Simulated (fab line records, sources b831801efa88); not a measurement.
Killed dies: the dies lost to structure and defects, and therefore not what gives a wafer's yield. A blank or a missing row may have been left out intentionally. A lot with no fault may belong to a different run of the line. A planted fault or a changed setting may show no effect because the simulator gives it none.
A lot that was struck, set against a sound lot | flow sky130 | 18 steps out of a route of 708
Sound: the wafers L767.3, L767.5, L767.6. Struck: wafers L771.1, L771.2. (L771.6 of the same lot was not struck and is left out.) The cause comes at the end.
At each step with rows: each side's tool, then ch and its chambers, then its first start. Under that, the readings that differ: sound wafers | struck wafers | difference of the means | sigmas: that difference in standard deviations of wafers without a fault.
alike: readings whose means differ by less than 2 such deviations, and words and numbers that are the same on both sides. not compared: withheld readings, readings that some wafer has no value for, bounds like >300 that may hide the same value, and numbers for which the record gives no deviation and whose values overlap.
A row with sigmas, a row that says differs or no value, or rows on one side alone: a step with any of these is where the two part. When numbers do not overlap yet have no deviation, they are printed without sigmas and do not part them. A reading that every wafer of one side lacks parts them only if that side has two wafers or more.

first, 4 steps without rows for these wafers: SKY_VT_ADJUST_LVTN_SOFTBAKE_14 (time 60 s); SKY_VT_ADJUST_LVTN_EXPOSE_15 (exposes mask HVN STD DERIVED, target cd 600 nm); SKY_VT_ADJUST_LVTN_PEB_16; SKY_VT_ADJUST_LVTN_DEVELOP_17 (develop time 60 s).
SKY_VT_ADJUST_LVTN_OVL_MEAS_18:
  struck on overlay-02, day 11 05:29; sound on overlay-02, day 10 09:28
  alike: VT_ADJUST_LVTN_01_OVL
after that, 1 step had no rows for these wafers: SKY_VT_ADJUST_LVTN_IMPLANT_19.
SKY_VT_ADJUST_LVTN_STRIP_20: strips in O2/N2.
  sound on plasmaAsher-01 ch 0,1, day 10 09:41; struck on plasmaAsher-02 ch 0,1, day 11 05:41
reading             | sound | struck | difference                   | sigmas
rfHoursCounterH (h) | - - - | 13 13  | no value on the sound wafers | 
  alike: drypumpMotorCurrentA, oesProductAu, stripTimeToEndpointS
SKY_VT_ADJUST_LVTN_TW_MEAS_21:
  struck on filmMetro-02, day 11 05:47; sound on filmMetro-04, day 10 09:46
  alike: VT_ADJUST_LVTN_2_TW
then, 4 steps without rows for these wafers: SKY_VT_ADJUST_NCORE_DEHYDRATE_00 (time 60 s); SKY_VT_ADJUST_NCORE_HMDS_01 (prime time 60 s); SKY_VT_ADJUST_NCORE_COAT_02 (resist thk 1140 nm); SKY_VT_ADJUST_NCORE_SOFTBAKE_03 (time 60 s).
SKY_VT_ADJUST_NCORE_EXPOSE_04: exposes mask LVTN COMPLEMENT THIN, target cd 380 nm.
  sound on ilineStepper-02 ch 0, day 10 21:01; struck on ilineStepper-02 ch 0, day 11 17:04
  alike: mask, stageVelMmS
then, 2 steps without rows for these wafers: SKY_VT_ADJUST_NCORE_PEB_05; SKY_VT_ADJUST_NCORE_DEVELOP_06 (develop time 60 s).
SKY_VT_ADJUST_NCORE_CD_MEAS_07: target cd 380 nm.
  struck on cdSem-01, day 12 05:04; sound on cdSem-02, day 11 08:07
reading   | sound             | struck      | difference | sigmas
cdNm (nm) | 375.1 377.9 377.1 | 365.3 365.9 | -11.1      | -4
SKY_VT_ADJUST_NCORE_OVL_MEAS_08:
  struck on overlay-02, day 12 05:11; sound on overlay-02, day 11 08:12
reading                  | sound       | struck    | difference | sigmas
VT_ADJUST_NCORE_OVL (nm) | 2.6 1.0 1.2 | -1.3 -2.1 | -3.3       | -3
-- the record jumps here: 37 days lie between the struck wafers' starts before and after (it left off in module VT_ADJUST_NCORE and takes up again in module PAD_OPEN, whose first step shown is number 708 of the route) --
SKY_PAD_OPEN_PROBE_99:
  struck on prober-02, day 48 20:41; sound on prober-02, day 48 05:56
reading          | sound    | struck | difference | sigmas
killedAtFrontEnd | 12 20 13 | 26 24  | +10        | +2
  alike: killed_at_M0_to_M3, killed_at_M4_up, killedAtContacts, killedAtOther, killedDies, killedOpen, killedShort

## WHERE THEY PART
Earliest at SKY_VT_ADJUST_LVTN_STRIP_20; latest, in this record, at SKY_PAD_OPEN_PROBE_99.

WHY: what had been put in by the simulator
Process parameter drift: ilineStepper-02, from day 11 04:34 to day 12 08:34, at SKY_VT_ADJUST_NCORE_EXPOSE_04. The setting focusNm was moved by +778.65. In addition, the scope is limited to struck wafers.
